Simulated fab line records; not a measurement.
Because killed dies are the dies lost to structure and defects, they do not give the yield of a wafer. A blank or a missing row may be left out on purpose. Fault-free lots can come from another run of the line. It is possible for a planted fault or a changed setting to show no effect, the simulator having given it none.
A single fault, viewed from 2 desks | flow sky130 | numbers are kept per desk, each desk with only its own; the story behind them comes last

## METROLOGY DESK
What the gauges read, lot by lot, whatever tool the lot ran on: means of the sampled wafers that have a number. Any lot whose mean is over 4 standard deviations away from the usual mean is out of limits and marked OUT; that distance is given in the brackets.
Columns: A = LDD_HVP_OVL at SKY_LDD_HVP_OVL_MEAS_07, usual -0.7 nm
lot  | first seen here | A
L358 | day 21 10:18    | -2.3
L359 | day 21 22:03    | 2.3
L361 | day 22 10:49    | -1.1
L362 | day 22 20:31    | -2.2
L364 | day 23 16:04    | -0.7
L366 | day 24 06:58    | -0.4
L376 | day 28 21:19    | 0.5
L375 | day 28 22:22    | 0.1
L379 | day 29 02:28    | -0.3
L378 | day 29 03:22    | 0.7
L380 | day 29 05:40    | 0.7
L381 | day 29 19:43    | -3.3
This desk's finding: nothing out of limits on any of the 12 lots.

## DESK OF THE TOOL OWNER: implanter-01
For each lot that ran on this tool, the mean over its sampled wafers that have a number, from the tool's own readings at SKY_VT_ADJUST_HVTP_IMPLANT_09. Any lot whose mean is over 4 standard deviations away from the usual mean is out of limits and marked OUT; that distance is given in the brackets.
Columns: A = beamEnergyKeV at SKY_VT_ADJUST_HVTP_IMPLANT_09, usual 150.00
lot  | first seen here | A
L358 | day 5 22:28     | 150.00
L359 | day 6 04:25     | 149.99
L366 | day 8 01:46     | 149.98
L376 | day 11 04:17    | 155.45 (+99 or more) OUT
L375 | day 11 04:58    | 155.51 (+99 or more) OUT
This desk's verdict: out of limits on L375, L376, starting with L376 at day 11 04:17 (beamEnergyKeV at SKY_VT_ADJUST_HVTP_IMPLANT_09). L358, L359, L366 stayed within limits.

## ALL TOGETHER
The tool owner's desk could have raised an alarm at day 11 04:17, on L375, L376.
From the metrology desk's view, nothing was out of limits.
The metrology desk holds a record of L375, L376, inside its limits.
The lots listed all ran SKY_VT_ADJUST_HVTP_IMPLANT_09 on implanter-01.

## WHAT THE SIMULATOR HAD INSERTED
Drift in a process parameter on implanter-01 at SKY_VT_ADJUST_HVTP_IMPLANT_09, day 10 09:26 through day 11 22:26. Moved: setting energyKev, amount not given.
Lots struck among those shown: L375, L376.
Each desk's first reading out of limits, in hours after the fault started: the tool owner's desk, 19.
